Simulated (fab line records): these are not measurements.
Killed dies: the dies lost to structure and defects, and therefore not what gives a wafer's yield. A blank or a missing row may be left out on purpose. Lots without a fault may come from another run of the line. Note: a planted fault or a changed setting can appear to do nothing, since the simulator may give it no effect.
Which tool was responsible? -- flow sky130 -- 10 lots with 30 wafers sampled at 4 steps, on a route of 708 steps

== WHAT EACH GAUGE READ, for each wafer ==
SKY_METAL4_CD_MEAS_13: target cd 300 nm.
lot,measured,on,cd nm (nm)
L379,day 41 20:20,cd sem-02,299.7 300.1 298.4
L381,day 42 07:50,cd sem-01,300.2 300.7 300.9
L380,day 42 16:11,cd sem-02,296.9 297.3 298.1
L388,day 44 17:01,cd sem-02,296.9 297.4 285.1
L389,day 44 19:24,cd sem-01,298.3 296.7 285.2
L393,day 45 23:10,cd sem-02,301.4 300.2 299.0
L396,day 46 21:05,cd sem-02,300.5 301.5 301.1
L398,day 47 03:32,cd sem-02,303.4 302.9 300.4
L400,day 47 11:37,cd sem-02,301.7 300.7 300.8
L402,day 47 20:28,cd sem-02,299.8 301.5 300.5

== WHAT TOOL EACH LOT RAN ON (gives the tool, then ch and the chambers of the sampled wafers, and finally the start) ==
lot,SKY_CONTACT_ETCH_18,SKY_METAL1_STRIP_20,SKY_METAL4_EXPOSE_10
L379,"rie diel-01 ch 0,2,3, day 32 20:58 or earlier","plasma asher-03 ch 0,1, day 32 20:58","krf scanner-01 ch 0, day 41 08:47"
L381,"rie diel-04 ch 1,2,3, day 33 09:37 or earlier","plasma asher-03 ch 0,1, day 33 09:37","krf scanner-02 ch 0, day 41 20:04"
L380,"rie diel-04 ch 0,1, day 33 16:16 or earlier","plasma asher-01 ch 0,1, day 33 16:16","krf scanner-01 ch 0, day 42 04:40"
L388,"rie diel-02 ch 0,3, day 36 04:52 or earlier","plasma asher-04 ch 0,1, day 36 04:52","krf scanner-02 ch 0, day 44 05:54"
L389,"rie diel-02 ch 0,1,2, day 36 07:02 or earlier","plasma asher-03 ch 0, day 36 07:02","krf scanner-02 ch 0, day 44 08:40"
L393,"rie diel-02 ch 0,3, day 37 13:28 or earlier","plasma asher-04 ch 0,1, day 37 13:28","krf scanner-01 ch 0, day 45 13:18"
L396,"rie diel-02 ch 0,1,2, day 38 17:25 or earlier","plasma asher-04 ch 0,1, day 38 17:25","krf scanner-01 ch 0, day 46 11:32"
L398,"rie diel-02 ch 0,1,2, day 39 00:50 or earlier","plasma asher-03 ch 0,1, day 39 00:50","krf scanner-01 ch 0, day 46 17:17"
L400,"rie diel-01 ch 2,3, day 39 11:14 or earlier","plasma asher-04 ch 0,1, day 39 11:14","krf scanner-01 ch 0, day 47 01:34"
L402,"rie diel-04 ch 0,2,3, day 39 22:34 or earlier","plasma asher-03 ch 0,1, day 39 22:34","krf scanner-02 ch 0, day 47 10:51"
- SKY_CONTACT_ETCH_18: etches Si3N4 in CHF3/O2, stops on TiN, time 39 s, target depth 75 nm.
- SKY_METAL1_STRIP_20: strips in O2/N2.
- SKY_METAL4_EXPOSE_10: exposes mask MM4, target cd 300 nm.

== THE ANSWER, worked out from the rows above alone ==
Rule: the lots themselves supply what counts as usual. Put in order of their means at a reading, lots are off if they are a third of the lots or fewer, leave a main group of 4 or more, and stand apart from it by a gap of 3 or more times the standard deviation of the main group's means; of several such gaps the widest counts. A main group whose means are all the same, to the digits that the tables above print for the reading, isn't used. Also off: a lot with no number at a reading for which 4 or more lots have one. Where the step has rows for the other lots, those lots are counted as sound.
Off: L388, L389 (SKY_METAL4_CD_MEAS_13, cd nm). For the main group the mean is 300.3 nm and the standard deviation 1.3.
A tool fits if, at a process step before that reading, it ran every lot that is off, and no sound lot after the first of them. Those tools and the gauges at SKY_METAL4_CD_MEAS_13 are tried in the same way. SKY_CONTACT_ETCH_18: start missing for some lots; hours and lot order therefore follow SKY_METAL1_STRIP_20. Of those tried, none fits.

== WHAT THE SIMULATOR HAD INSERTED ==
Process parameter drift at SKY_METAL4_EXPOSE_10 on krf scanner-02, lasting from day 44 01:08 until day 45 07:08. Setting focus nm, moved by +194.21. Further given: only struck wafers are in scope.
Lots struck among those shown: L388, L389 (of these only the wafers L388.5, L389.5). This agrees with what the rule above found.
